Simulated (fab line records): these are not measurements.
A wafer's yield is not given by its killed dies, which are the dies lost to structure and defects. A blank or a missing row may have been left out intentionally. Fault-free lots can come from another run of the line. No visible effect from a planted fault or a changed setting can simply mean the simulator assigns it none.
A single fault, viewed from 2 desks + flow sky130 + only its own numbers are on each desk; what lay behind them is given at the end

## FOR THE TOOL OWNER'S DESK: rie metal-03
The tool's own readings at SKY_METAL4_METAL_ETCH_18 (etches the open film in Cl2/BCl3, stops on SiO2, target depth 845 nm, time 183.1 s): means of the sampled wafers that have a number, for each lot that ran on this tool. Any lot whose mean is over 4 standard deviations away from the usual mean is out of limits and marked OUT; that distance is given in the brackets.
Columns: A = drypump motor current A at SKY_METAL4_METAL_ETCH_18, usual 5.6 A; B = oes product au at SKY_METAL4_METAL_ETCH_18, usual 0.868 a.u.; C = run length s at SKY_METAL4_METAL_ETCH_18, usual 211.4 s; D = throttle valve pct at SKY_METAL4_METAL_ETCH_18, usual 22.263 %
| lot  | first seen here | A   | B     | C                | D      |
|------|-----------------|-----|-------|------------------|--------|
| L848 | day 43 07:34    | 5.7 | 0.868 | 211.1            | 22.272 |
| L847 | day 43 10:15    | 5.7 | 0.870 | 211.2            | 22.269 |
| L855 | day 45 10:48    | 5.7 | 0.853 | 216.3 (+7.0) OUT | 22.259 |
| L856 | day 46 01:52    | 5.8 | 0.856 | 216.4 (+7.1) OUT | 22.264 |
This desk's verdict: out of limits on L855, L856, starting with L855 at day 45 10:48 (run length s at SKY_METAL4_METAL_ETCH_18). L848, L847 stayed within limits.

## METROLOGY DESK
What the gauges read, lot by lot, whatever tool the lot ran on: means of the sampled wafers that have a number. Any lot whose mean is over 4 standard deviations away from the usual mean is out of limits and marked OUT; that distance is given in the brackets.
Columns: A = LDD_N_TW at SKY_LDD_N_TW_MEAS_17, usual 2578
| lot  | first seen here | A    |
|------|-----------------|------|
| L848 | day 19 14:10    | 2606 |
| L847 | day 19 14:28    | 2532 |
| L846 | day 19 14:47    | 2606 |
| L850 | day 21 03:23    | 2583 |
| L855 | day 22 10:02    | 2524 |
| L856 | day 23 11:35    | 2544 |
| L858 | day 23 20:53    | 2540 |
| L861 | day 24 12:26    | 2530 |
| L866 | day 25 19:26    | 2533 |
| L865 | day 25 21:48    | 2609 |
Finding of this desk: none of the 10 lots has anything out of limits.

## PUT TOGETHER
The tool owner's desk had the chance to raise an alarm at day 45 10:48 on L855, L856.
From the metrology desk's view, nothing was out of limits.
The metrology desk has L855, L856 on record, within its limits.
All the named lots went through SKY_METAL4_METAL_ETCH_18 on rie metal-03.

## WHAT THE SIMULATOR HAD PUT IN
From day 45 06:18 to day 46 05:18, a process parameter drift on rie metal-03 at SKY_METAL4_METAL_ETCH_18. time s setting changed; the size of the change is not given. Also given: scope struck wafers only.
Shown lots that were struck: L855, L856.
Hours from the fault's start to each desk's first reading out of limits: the tool owner's desk, 4.
